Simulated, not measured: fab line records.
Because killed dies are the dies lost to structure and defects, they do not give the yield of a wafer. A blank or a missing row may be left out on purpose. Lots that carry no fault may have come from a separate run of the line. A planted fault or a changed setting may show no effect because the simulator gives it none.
One fault seen from 2 desks	flow gf180mcu	what lay behind the numbers comes last; until then each desk has only its own

## TOOL OWNER'S DESK, krf scanner-01
The tool's own readings at GF_POLY_GATE_EXPOSE_07 (exposes mask Poly2, target cd 280 nm): means of the sampled wafers that have a number, for each lot that ran on this tool. A lot is out of limits, marked OUT, if its mean lies more than 4 standard deviations from the usual mean; the brackets give that distance.
Columns: A = exposure dose mJ cm2 at GF_POLY_GATE_EXPOSE_07, usual 28.006; B = focus offset nm at GF_POLY_GATE_EXPOSE_07, usual 0.0 nm; C = reticle temp C at GF_POLY_GATE_EXPOSE_07, usual 22.98 C
lot	first seen here	A	B	C
L897	day 8 15:09	28.013	0.6	22.90
L904	day 11 13:14	27.991	-0.0	22.82
L908	day 12 06:08	28.023	0.2	23.06
L918	day 14 23:33	28.013	-0.2	23.04
This desk's verdict: no lot among the 4 shows anything out of limits.

## AT THE METROLOGY DESK
What the gauges read for every lot (on any tool): the sampled wafers with a number, averaged. A lot is out of limits, marked OUT, if its mean lies more than 4 standard deviations from the usual mean; the brackets give that distance.
Columns: A = LVPWELL_RS at GF_VT_IMPLANT_RS_MEAS_48, usual 1197 ohm/sq; B = POLY_GATE_CVD_00_THK at GF_POLY_GATE_THK_MEAS_01, usual 200.4 nm
lot	first seen here	A	B
L897	day 7 09:58	1192	199.9
L900	day 8 19:50	1192	196.5
L902	day 9 05:43	1198	201.8
L903	day 9 19:46	1192	201.0
L905	day 10 00:55	1194	198.2
L904	day 10 01:59	1194	202.3
L906	day 10 14:09	1197	202.0
L908	day 10 21:06	1203	199.3
L909	day 11 02:39	1194	204.0
L910	day 11 06:07	1197	201.2
L911	day 11 14:09	1205	200.5
L915	day 12 16:15	1198	202.1
L918	day 13 11:32	1193	199.8
L920	day 14 00:47	1193	199.3
This desk's verdict: no lot among the 14 shows anything out of limits.

## BROUGHT TOGETHER
Nothing out of limits was seen by the tool owner's desk.
Nothing out of limits was seen by the metrology desk.

## WHAT WAS PUT IN BY THE SIMULATOR
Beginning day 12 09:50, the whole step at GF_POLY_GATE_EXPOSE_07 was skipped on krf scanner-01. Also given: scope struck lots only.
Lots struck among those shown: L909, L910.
